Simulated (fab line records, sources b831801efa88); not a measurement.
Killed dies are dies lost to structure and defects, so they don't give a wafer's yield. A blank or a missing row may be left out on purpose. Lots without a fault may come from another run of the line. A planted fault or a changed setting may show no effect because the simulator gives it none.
Tool commonality check | flow sky130 | 15 lots, 45 wafers sampled

WHY IT WAS OPENED
At SKY_GATE_OXIDE_OVL_MEAS_10 the reading GATE_OXIDE_OVL is flagged on 3 of 15 lots. Wafers without a fault read -1.5 nm, standard deviation 1.3.
Rule: a lot is flagged when every wafer of it that has a number lies more than 4 standard deviations from that mean, or none has a number. The other lots count as sound.

lot  | measured     | on         | GATE_OXIDE_OVL (nm), wafer by wafer | flag
L949 | day 13 16:32 | overlay-01 | -2.7 -1.6 -0.9                      |
L950 | day 14 06:36 | overlay-02 | -2.5 -0.4 -0.5                      |
L952 | day 14 19:06 | overlay-01 | 0.6 -0.6 -0.8                       |
L953 | day 15 20:25 | overlay-01 | -1.6 -2.8 -3.2                      |
L954 | day 16 12:56 | overlay-02 | -1.8 -2.0 -0.8                      |
L955 | day 17 01:19 | overlay-01 | -3.4 -3.5 -1.8                      |
L958 | day 17 17:22 | overlay-01 | -1.7 -0.8 -0.2                      |
L959 | day 18 00:39 | overlay-02 | -2.4 -0.8 -1.2                      |
L961 | day 18 03:52 | overlay-02 | -2.0 -2.0 -1.1                      |
L962 | day 18 14:40 | overlay-02 | -2.2 -2.3 -0.6                      |
L967 | day 20 04:37 | overlay-01 | 121.6 119.4 122.1                   | FLAGGED
L968 | day 20 18:45 | overlay-01 | -3.4 -1.2 -1.3                      |
L969 | day 21 03:19 | overlay-01 | 119.0 117.3 117.3                   | FLAGGED
L971 | day 21 10:19 | overlay-01 | 122.2 122.6 121.8                   | FLAGGED
L972 | day 22 02:58 | overlay-02 | -3.8 -2.7 -1.0                      |
The numbers of the flagged lots are 120.4 nm on average: +121.9 nm against the usual, or +94 standard deviations.

WHICH TOOL RAN EACH LOT
The record holds 1 process step before the reading, out of a route of 708 steps. In each cell: the tool, then ch and the chambers that the sampled wafers went through, then the start.
lot  | flag    | SKY_GATE_OXIDE_EXPOSE_07
L949 |         | iline_stepper-01 ch 0, day 13 03:43
L950 |         | iline_stepper-02 ch 0, day 13 17:29
L952 |         | iline_stepper-01 ch 0, day 14 06:32
L953 |         | iline_stepper-01 ch 0, day 15 07:40
L954 |         | iline_stepper-01 ch 0, day 15 22:38
L955 |         | iline_stepper-01 ch 0, day 16 11:56
L958 |         | iline_stepper-02 ch 0, day 17 02:58
L959 |         | iline_stepper-01 ch 0, day 17 10:59
L961 |         | iline_stepper-01 ch 0, day 17 13:37
L962 |         | iline_stepper-02 ch 0, day 18 00:01
L967 | FLAGGED | iline_stepper-01 ch 0, day 19 13:26
L968 |         | iline_stepper-02 ch 0, day 20 03:14
L969 | FLAGGED | iline_stepper-01 ch 0, day 20 13:12
L971 | FLAGGED | iline_stepper-01 ch 0, day 20 19:58
L972 |         | iline_stepper-02 ch 0, day 21 11:52
What these steps do:
- SKY_GATE_OXIDE_EXPOSE_07: exposes mask LVOM, target cd 600 nm.
- SKY_GATE_OXIDE_OVL_MEAS_10

FLAGGED OVER TOTAL, TOOL BY TOOL (the gauges that took the reading come last)
step                       | tool             | lots run | flagged | share of the flagged lots | sound lots run after its first flagged lot
SKY_GATE_OXIDE_EXPOSE_07   | iline_stepper-01 | 10       | 3       | all                       | 0
SKY_GATE_OXIDE_EXPOSE_07   | iline_stepper-02 | 5        | 0       | none                      | -
SKY_GATE_OXIDE_OVL_MEAS_10 | overlay-01       | 9        | 3       | all                       | 1 (L968)
SKY_GATE_OXIDE_OVL_MEAS_10 | overlay-02       | 6        | 0       | none                      | -

WHAT THE TABLE ALLOWS
2 rows of the table ran every flagged lot: iline_stepper-01 at SKY_GATE_OXIDE_EXPOSE_07, overlay-01 at SKY_GATE_OXIDE_OVL_MEAS_10.
- iline_stepper-01 at SKY_GATE_OXIDE_EXPOSE_07: 3 of its 10 lots flagged. Its last sound lot is L961 (day 17 13:37), its first flagged lot L967 (day 19 13:26): a fault that began between those two fits.
- overlay-01 at SKY_GATE_OXIDE_OVL_MEAS_10: 3 of its 9 lots flagged. Sound lots ran on it after the first flagged one (L968), which a lasting fault on the whole tool wouldn't allow.
One tool is left: iline_stepper-01 at SKY_GATE_OXIDE_EXPOSE_07.

WHAT THE SIMULATOR HAD PUT IN
Scanner matching overlay: iline_stepper-01, from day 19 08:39 on, at SKY_GATE_OXIDE_EXPOSE_07. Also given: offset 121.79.
Lots struck among those shown: L967, L969, L971. The rule above found the same.
